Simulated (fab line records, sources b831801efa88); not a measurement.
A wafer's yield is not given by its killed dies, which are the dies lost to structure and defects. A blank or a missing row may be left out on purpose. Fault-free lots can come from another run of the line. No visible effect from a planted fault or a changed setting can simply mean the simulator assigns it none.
fab line records	flow gf180mcu
record lots=5	wafers=15	last_day=33
route steps=602 shown PASSIVATION@594
lots untouched by any fault: they come from a run of this same line in which no faults occurred
start_h: hours from the record's opening day to when the first of the lot's shown wafers began	wait_h: hours from the lot's prior step to this one	" identical to the entry in the row above	L1.1+2: a single row standing in for several wafers	- no value, or no start given	* or withheld: withheld	< > ~ a bound
route shown NAME@n: NAME is a module with steps in the file, n the number in the route of the first one	usual: mean and standard deviation over wafers with no fault	same: alike in all rows	chamber/n: place in a boat	sites: readings site by site	_std_site: standard deviation across them	_edge_site: inner sites' mean taken away from outer sites' mean	radius_mm: how far each site lies from the wafer's centre	mask NAME#n: copy n	behind: the last tool/chamber to shape the wafer	hold: what put the lot on hold/how long, in hours/how the hold closed	device: the transistor (n, p or np) that didn't switch	end of line: the tests these same wafers got at the end of their route	step lacking rows: just its recipe	killed: not the wafer's yield, but the dies lost to structure and defects at the first sort	map: a wafer's dies, marking killed ones x, the rest . and places with no die _
set.NAME: the setting the step ran with; set.NAME@STEP: the setting that earlier step ran with	model.NAME: the simulator's own value behind a step, which no gauge read
lots at some steps of the route; a table a step, a row a wafer
services: a tool's chamber out of use, with start hour (start_h, from the record's first day; less than 0 if before it), hours out, and reason
## steps
# step GF_PASSIVATION_SOFTBAKE_07
# recipe temp_c=110	time_s=withheld
# usual exhaust_pa=44.9/0.9	plate_temp_C=110.01/0.13
lot.wafer	tool	chamber	start_h	wait_h	exhaust_pa	plate_temp_C
L074.2	litho_track-02	0	660.03	0.1	45.5	109.93
L074.4	"	0	"	"	44.7	110.09
L074.6	"	0	"	"	44.1	110.11
L079.1	litho_track-03	0	696.31	0.1	43.7	109.97
L079.2	"	0	"	"	46.8	109.70
L079.3	"	0	"	"	44.8	109.92
L081.3	litho_track-03	0	714.72	0.1	43.0	110.07
L081.4	"	0	"	"	44.0	109.91
L081.5	"	0	"	"	45.2	110.03
L085.2	litho_track-01	0	744.12	0.1	43.1	110.35
L085.3	"	0	"	"	46.3	109.95
L085.6	"	0	"	"	45.2	110.10
L090.2	litho_track-03	0	770.69	0.1	45.3	110.01
L090.4	"	0	"	"	43.8	110.08
L090.6	"	0	"	"	45.1	110.19
# step GF_PASSIVATION_EXPOSE_08
# recipe mask_id=Pad	target_cd_nm=40000	na=0.57	dose_mj=310
lot.wafer	tool	chamber	start_h	wait_h	mask
L074.2+4+6	iline_stepper-02	0	-	-	Pad#0
L079.1+2+3	iline_stepper-02	0	-	-	Pad#0
L081.3+4+5	iline_stepper-02	0	-	-	Pad#0
L085.2+3+6	iline_stepper-01	0	-	-	Pad#0
L090.2+4+6	iline_stepper-01	0	-	-	Pad#0
# step GF_PASSIVATION_PEB_09
# recipe temp_c=115	time_s=withheld
# usual exhaust_pa=45.1/0.8	plate_temp_C=115.00/0.12
lot.wafer	tool	chamber	start_h	wait_h	exhaust_pa	plate_temp_C
L074.2	litho_track-01	0	-	-	44.8	115.02
L074.4	"	0	"	"	45.2	115.15
L074.6	"	0	"	"	45.4	114.94
L079.1	litho_track-03	0	-	-	45.3	115.07
L079.2	"	0	"	"	45.6	115.01
L079.3	"	0	"	"	44.2	115.09
L081.3	litho_track-03	0	-	-	46.2	114.78
L081.4	"	0	"	"	44.8	115.02
L081.5	"	0	"	"	44.9	114.96
L085.2	litho_track-03	0	-	-	47.1	115.06
L085.3	"	0	"	"	45.9	115.11
L085.6	"	0	"	"	46.4	114.96
L090.2	litho_track-03	0	-	-	45.5	114.88
L090.4	"	0	"	"	46.1	115.00
L090.6	"	0	"	"	44.6	114.97
# step GF_PASSIVATION_DEVELOP_10
# recipe develop_time_s=60	dev_temp_c=23
# usual exhaust_pa=44.7/0.88
lot.wafer	tool	chamber	start_h	wait_h	exhaust_pa
L074.2	litho_track-01	0	-	-	45.9
L074.4	"	0	"	"	45.4
L074.6	"	0	"	"	45.0
L079.1	litho_track-03	0	-	-	46.0
L079.2	"	0	"	"	45.8
L079.3	"	0	"	"	46.4
L081.3	litho_track-03	0	-	-	44.6
L081.4	"	0	"	"	44.8
L081.5	"	0	"	"	44.1
L085.2	litho_track-03	0	-	-	45.2
L085.3	"	0	"	"	44.0
L085.6	"	0	"	"	45.7
L090.2	litho_track-03	0	-	-	43.0
L090.4	"	0	"	"	43.5
L090.6	"	0	"	"	44.4
# step GF_PASSIVATION_ETCH_11
# recipe chemistry=CF4/O2	target_depth_nm=1800	stop_on=TiN	source_w=777.5	bias_w=150	pressure_mtorr=150	cf4_flow_sccm=80	O2_flow_sccm=10	time_s=400
# usual drypump_motor_current_A=5.6/0.42	oes_product_au=0.961/0.0073	throttle_valve_pct=5.960/0.0092
lot.wafer	tool	chamber	start_h	wait_h	drypump_motor_current_A	oes_product_au	rf_hours_counter_h	throttle_valve_pct
L074.2	rie_diel-02	0	669.48	-	6.0	0.951	13	5.972
L074.4	"	1	"	"	6.1	0.964	10	5.966
L074.6	"	0	"	"	6.1	0.967	-	5.974
L079.1	rie_diel-01	0	705.51	-	6.6	0.952	10	5.964
L079.2	"	1	"	"	5.5	0.957	11	5.975
L079.3	"	1	"	"	5.4	0.957	-	5.971
L081.3	rie_diel-03	1	723.86	-	5.4	0.959	9	5.955
L081.4	"	3	"	"	5.5	0.967	7	5.970
L081.5	"	2	"	"	5.4	0.967	-	5.946
L085.2	rie_diel-02	0	752.71	-	6.1	0.957	17	5.964
L085.3	"	3	"	"	5.2	0.950	4	5.940
L085.6	"	0	"	"	6.1	0.969	-	5.950
L090.2	rie_diel-02	1	778.66	-	6.1	0.956	14	5.969
L090.4	"	2	"	"	5.3	0.955	-	5.972
L090.6	"	1	"	"	6.1	0.965	-	5.959
# step GF_PASSIVATION_STRIP_12
# recipe chemistry=O2/N2	power_w=1400	pressure_mtorr=1500	platen_temp_c=250	o2_flow_sccm=3000	n2_flow_sccm=300	overash_fraction=0.5
# usual drypump_motor_current_A=5.7/0.37	heater_power_w=374/24	oes_product_au=0.719/0.0041	strip_time_to_endpoint_s=35.13/0.2
# same overash_fraction=0.5
lot.wafer	tool	chamber	start_h	wait_h	drypump_motor_current_A	heater_power_w	oes_product_au	rf_hours_counter_h	strip_time_to_endpoint_s
L074.2	plasma_asher-03	1	669.72	0.1	5.9	356	0.718	88	35.39
L074.4	"	1	"	"	5.9	355	0.712	-	35.16
L074.6	"	1	"	"	5.9	358	0.717	-	35.40
L079.1	plasma_asher-03	1	705.86	0.2	5.9	355	0.725	91	35.29
L079.2	"	0	"	"	6.0	406	0.718	91	35.12
L079.3	"	0	"	"	6.0	401	0.716	-	34.99
L081.3	plasma_asher-02	0	724.13	0.2	6.3	391	0.718	-	35.04
L081.4	"	1	"	"	5.9	346	0.720	-	35.01
L081.5	"	1	"	"	5.9	356	0.718	-	35.34
L085.2	plasma_asher-01	0	752.94	0.1	5.4	339	0.724	36	35.25
L085.3	"	0	"	"	5.5	337	0.725	-	34.80
L085.6	"	0	"	"	5.5	349	0.711	-	34.99
L090.2	plasma_asher-03	1	778.89	0.1	5.9	371	0.714	99	34.76
L090.4	"	0	"	"	6.0	400	0.723	-	35.33
L090.6	"	0	"	"	6.0	408	0.718	-	34.87
# step GF_PASSIVATION_ANNEAL_13
# recipe temp_c=400	time_s=1800	ambient=N2/H2	idle_temp_c=300	ramp_up_c_per_min=10	ramp_down_c_per_min=3
# usual ramp_up_c_per_min=10.000/0.0018	tube_center_temp_C_max=401.03/0.16	zone_power_centre_pct=4.77/0.15	zone_power_lower_pct=4.8/0.63
lot.wafer	tool	chamber	start_h	wait_h	ramp_up_c_per_min	tube_center_temp_C_max	zone_power_centre_pct	zone_power_lower_pct
L074.2	furnace-01	0	671.67	1.9	9.9971	401.10	4.61	4.2
L074.4	"	0	"	"	9.9974	401.26	4.68	4.3
L074.6	"	0	"	"	10.004	401.33	4.65	4.2
L079.1	furnace-02	0	705.96	0.1	10.004	400.85	4.89	5.5
L079.2	"	0	"	"	10.001	400.95	4.89	5.6
L079.3	"	0	"	"	10.005	401.09	4.99	5.5
L081.3	furnace-01	0	724.19	0.0	9.9997	401.06	4.60	4.2
L081.4	"	0	"	"	10.001	400.90	4.65	4.3
L081.5	"	0	"	"	10.003	400.82	4.64	4.2
L085.2	furnace-01	0	753.04	0.1	10.002	401.04	4.52	4.3
L085.3	"	0	"	"	9.9996	400.93	4.69	4.3
L085.6	"	0	"	"	9.9982	400.99	4.73	4.3
L090.2	furnace-02	0	778.99	0.1	9.9997	400.83	4.97	5.5
L090.4	"	0	"	"	10.001	401.29	4.92	5.4
L090.6	"	0	"	"	10.002	401.15	4.92	5.7
# step GF_PASSIVATION_BOW_MEAS_14
# recipe mode=bow
# usual PASSIVATION_BOW=140/11
lot.wafer	tool	chamber	start_h	wait_h	PASSIVATION_BOW[um]
L074.2	film_metro-01	-	673.19	0.0	124
L074.4	"	-	"	"	144
L074.6	"	-	"	"	141
L079.1	film_metro-04	-	707.46	0.0	119
L079.2	"	-	"	"	116
L079.3	"	-	"	"	118
L081.3	film_metro-03	-	725.73	0.0	129
L081.4	"	-	"	"	125
L081.5	"	-	"	"	131
L085.2	film_metro-01	-	754.56	0.0	129
L085.3	"	-	"	"	143
L085.6	"	-	"	"	136
L090.2	film_metro-03	-	780.51	0.0	154
L090.4	"	-	"	"	158
L090.6	"	-	"	"	158
## services
tool	chamber	start_h	hours	kind
iline_stepper-01	0	637.36	-	calibration
rie_diel-03	3	637.79	11.9	repair
rie_diel-01	-	646.94	0.8	repair
iline_stepper-01	-	649.75	1.7	pm
iline_stepper-01	-	651.41	4.4	pm
plasma_asher-01	-	658.71	1.4	repair
rie_diel-01	0	659.41	4.6	repair
litho_track-03	-	677.17	-	consumable_replace:filter
rie_diel-03	3	679.24	4.2	repair
rie_diel-01	2	689.90	1.4	repair
rie_diel-01	2	691.29	-	clean
rie_diel-01	3	695.52	21.8	repair
iline_stepper-02	0	718.12	-	calibration
plasma_asher-03	-	726.07	1.9	repair
furnace-01	-	732.54	3.4	pm
plasma_asher-02	-	733.75	9.0	pm
iline_stepper-02	-	745.18	1.3	repair
furnace-02	-	746.47	2.9	pm
plasma_asher-02	-	747.92	17.5	pm
rie_diel-02	0	748.53	2.6	repair
furnace-01	-	755.41	2.6	pm
iline_stepper-02	-	760.62	1.7	pm
plasma_asher-03	-	766.92	2.0	repair
rie_diel-02	3	776.88	4.7	repair
## key
fault none
